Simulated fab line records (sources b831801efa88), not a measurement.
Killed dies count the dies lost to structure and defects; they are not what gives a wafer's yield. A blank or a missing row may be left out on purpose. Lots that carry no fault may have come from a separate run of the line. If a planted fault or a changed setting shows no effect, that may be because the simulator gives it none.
A lot that was struck, set against a sound lot | flow sky130 | 34 out of 708 route steps
Sound: wafers L747.1, L747.2, L747.5. The struck wafers were L752.1, L752.2, L752.4. The cause is named last.
For every step that has rows: the tool of each side, followed by ch and its chambers, followed by its first start. Under that, the readings that differ: sound wafers | struck wafers | difference of the means | sigmas: that difference in standard deviations of wafers without a fault.
alike: same words and numbers on both sides, and readings whose means sit less than 2 such deviations apart. not compared: any withheld reading, any reading some wafer has no value for, any bound like >300 that may hide the same value, and any number with overlapping values for which the record gives no deviation.
The two part at a step that has a row with sigmas, a row that says differs or no value, or rows on one side only. Numbers that have no deviation but don't overlap get no sigmas and don't part them. Lack of a reading on every wafer of one side parts them only where that side has two or more wafers.

first, 7 steps without rows for these wafers: SKY_SONOS_TUNNEL_DEVELOP_06 (develop time 60 s); SKY_SONOS_TUNNEL_IMPLANT_09; SKY_SONOS_TUNNEL_WET_ETCH_10 (etches SiO2 in dHF, target depth 14 nm, time 280 s); SKY_SONOS_TUNNEL_STRIP_11 (strips in SPM, time 600 s); SKY_SONOS_TUNNEL_CLEAN_13 (cleans in dHF, time 20 s); SKY_SONOS_ONO_OXIDATION_00 (stabilise 600 s, purge 300 s, target thk 2.6 nm); SKY_SONOS_ONO_CVD_02 (deposits Si3N4 from DCS/NH3, target thk 10.5 nm, time 180 s).
SKY_SONOS_ONO_CVD_04: deposits SiO2 from SiH4/N2O, target thk 5.7199 nm.
  sound on lpcvd-03 ch 1, day 13 03:56; struck on lpcvd-03 ch 1, day 14 15:13
  reading                                    | sound             | struck            | difference | sigmas
  spike tc bottom C (C)                      | 915.3 913.4 915.0 | 923.6 922.0 922.0 | +8.0       | +3
  spike tc centre C (C)                      | 899.9 900.7 900.2 | 906.5 908.6 908.9 | +7.7       | +6
  spike tc lower C (C)                       | 900.1 900.3 899.4 | 906.7 906.8 907.5 | +7.1       | +6
  spike tc top C (C)                         | 915.0 915.9 912.6 | 921.1 922.0 922.9 | +7.5       | +6
  spike tc upper C (C)                       | 901.6 902.0 900.2 | 908.2 909.4 907.4 | +7.1       | +6
  susceptor temp C (C)                       | 900.5 900.5 899.9 | 907.1 906.5 907.5 | +6.7       | +18
  model.SiO2_of_SONOS_ONO_CVD_04.thk nm (nm) | 5.744 5.706 5.652 | 6.433 6.51 6.351  | +0.731     |
SKY_SONOS_ONO_THK_MEAS_05:
  sound on film metro-02 at day 13 05:11; struck on film metro-02 at day 14 16:28
  reading                   | sound          | struck         | difference | sigmas
  SONOS_ONO_CVD_04_THK (nm) | 5.75 5.73 5.64 | 6.45 6.52 6.35 | +0.73      | +9
then, 23 steps without rows for these wafers: SKY_SONOS_ONO_DEHYDRATE_06 (time 60 s); SKY_SONOS_ONO_HMDS_07 (prime time 60 s); SKY_SONOS_ONO_COAT_08 (resist thk 1140 nm); SKY_SONOS_ONO_SOFTBAKE_09 (time 59.1 s); SKY_SONOS_ONO_EXPOSE_10 (exposes mask ONOM, target cd 410 nm); SKY_SONOS_ONO_PEB_11; SKY_SONOS_ONO_DEVELOP_12 (develop time 60 s); SKY_SONOS_ONO_ETCH_15 (etches the open film in CHF3/O2, target depth 19.52 nm, time 7.8 s); SKY_SONOS_ONO_WET_ETCH_16 (etches SiO2 in dHF, target depth 14 nm, time 280 s); SKY_SONOS_ONO_STRIP_17 (strips in O2/N2); SKY_SONOS_ONO_WET_ETCH_18 (etches Si3N4 in H3PO4, target depth 15 nm, time 172 s); SKY_GATE_OXIDE_CLEAN_00 (cleans in SC1/SC2, time 150 s); SKY_GATE_OXIDE_OXIDATION_01 (stabilise 600 s, purge 300 s, target thk 10.268 nm); SKY_GATE_OXIDE_DEHYDRATE_03 (time 60 s); SKY_GATE_OXIDE_HMDS_04 (prime time 60 s); SKY_GATE_OXIDE_COAT_05 (resist thk 1140 nm); SKY_GATE_OXIDE_SOFTBAKE_06 (time 60 s); SKY_GATE_OXIDE_EXPOSE_07 (exposes mask LVOM, target cd 600 nm); SKY_GATE_OXIDE_PEB_08; SKY_GATE_OXIDE_DEVELOP_09 (develop time 60 s); SKY_GATE_OXIDE_IMPLANT_11; SKY_GATE_OXIDE_WET_ETCH_12 (etches SiO2 in dHF, target depth 16.8 nm, time 336 s); SKY_GATE_OXIDE_STRIP_13 (strips in O2/N2).
-- the record jumps here: 2 days lie between the struck wafers' starts before and after --
SKY_GATE_OXIDE_CLEAN_15: cleans in SC1/SC2, time 150 s.
  sound on wet bench-04 ch 0, day 15 13:17; struck on wet bench-04 ch 0, day 17 01:07
  reading                                    | sound             | struck            | difference | sigmas
  model.SiO2_of_SONOS_ONO_CVD_04.thk nm (nm) | 4.217 4.176 4.126 | 4.905 4.983 4.826 | +0.732     |
-- the record jumps here: 31 days lie between the struck wafers' starts before and after (it left off in module GATE_OXIDE and takes up again in module PAD_OPEN, whose first step shown is number 708 of the route) --
SKY_PAD_OPEN_PROBE_99:
  sound on prober-02 at day 47 00:52; struck on prober-01 at day 48 11:18
  reading                                     | sound                | struck               | difference | sigmas
  model.etest.sonos erased.drive ua um        | 181.7 176.1 236.9    | 129 149.6 149.3      | -56        |
  model.etest.sonos uncharged.r on ohm um     | 813.4 806.3 805.5    | 837.1 834.3 834.8    | +27.0      |
  model.etest.cap ono.gate log10 a cm2        | -7.877 -7.903 -7.841 | -9.188 -9.216 -8.993 | -1.259     |
  model.etest.cap ono.gate bv v (V)           | 16.19 16.25 16.42    | 16.84 17.8 17.46     | +1.08      |
  model.etest.cap ono.tox acc nm (nm)         | 12.79 12.9 12.79     | 13.83 13.85 13.7     | +0.97      |
  model.etest.sonos programmed.off log10 a um | -13.9 -13.92 -14.08  | -13.07 -13.18 -13.35 | +0.77      |
  model.etest.sonos programmed.vt v (V)       | 1.485 1.463 1.441    | 0.9566 0.939 1.008   | -0.4951    |
  model.etest.sonos erased.vt v (V)           | -2.316 -2.273 -2.351 | -1.743 -1.795 -1.87  | +0.511     |
  alike: killed_at_M0_to_M3, killed_at_M4_up, killed at contacts, killed at front end, killed at other, killed dies, killed open, killed short

== WHERE THEY PART ==
Last at SKY_SONOS_ONO_THK_MEAS_05 as far as this record goes, first at SKY_SONOS_ONO_CVD_04. Later steps at which nothing parts them and some readings are alike: SKY_PAD_OPEN_PROBE_99.

WHY: whatever the simulator had introduced
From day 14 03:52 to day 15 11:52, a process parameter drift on lpcvd-03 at SKY_SONOS_ONO_CVD_04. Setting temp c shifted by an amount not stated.
